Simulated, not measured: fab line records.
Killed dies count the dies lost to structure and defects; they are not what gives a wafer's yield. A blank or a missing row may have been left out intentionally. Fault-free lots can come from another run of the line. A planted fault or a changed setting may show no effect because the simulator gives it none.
The tool behind it: which one?    flow sky130    7 lots, 21 wafers sampled, at 2 steps of a route of 708

WHAT THE GAUGES READ, wafer by wafer
SKY_LDD_HVN_TW_MEAS_10.
lot   measured      on             LDD_HVN_TW
L190  day 21 20:53  film_metro-01  1450 1444 1456
L191  day 23 00:50  film_metro-03  30 30 30
L193  day 23 18:08  film_metro-02  30 30 30
L198  day 24 18:03  film_metro-01  1445 1436 1438
L204  day 26 03:42  film_metro-02  1434 1434 1421
L206  day 27 04:09  film_metro-02  1425 1433 1428
L211  day 28 06:35  film_metro-01  1441 1435 1443

WHAT TOOL EACH LOT RAN ON (gives the tool, then ch and the chambers of the sampled wafers, and finally the start)
lot   SKY_LDD_HVN_IMPLANT_08
L190  implanter-03 ch 0, day 21 20:38
L191  implanter-01, day 23 00:35
L193  implanter-03, day 23 17:53
L198  implanter-03 ch 0, day 24 17:50
L204  implanter-03 ch 0, day 26 03:29
L206  implanter-03 ch 0, day 27 03:56
L211  implanter-03 ch 0, day 28 06:20
- SKY_LDD_HVN_IMPLANT_08

THE ANSWER, worked out from the rows above alone
Rule: the lots themselves supply what counts as usual. Put in order of their means at a reading, lots are off if they are a third of the lots or fewer, leave a main group of 4 or more, and stand apart from it by a gap of 3 or more times the standard deviation of the main group's means; of several such gaps the widest counts. A main group whose means are all the same, to the digits that the tables above print for the reading, isn't used. A lot without any number at a reading at which 4 lots or more have one is off too. Where the step has rows for the other lots, those lots are counted as sound.
Off: at SKY_LDD_HVN_TW_MEAS_10 (LDD_HVN_TW), L191, L193. The main group has a mean of 1438 with a standard deviation of 7.8.
If a tool, at a process step before that reading, ran all the lots that are off and no sound lot after the first of them, it fits. The gauges at SKY_LDD_HVN_TW_MEAS_10 are tried like those tools. Not one of the candidates tried fits.

WHAT HAD BEEN PUT IN BY THE SIMULATOR
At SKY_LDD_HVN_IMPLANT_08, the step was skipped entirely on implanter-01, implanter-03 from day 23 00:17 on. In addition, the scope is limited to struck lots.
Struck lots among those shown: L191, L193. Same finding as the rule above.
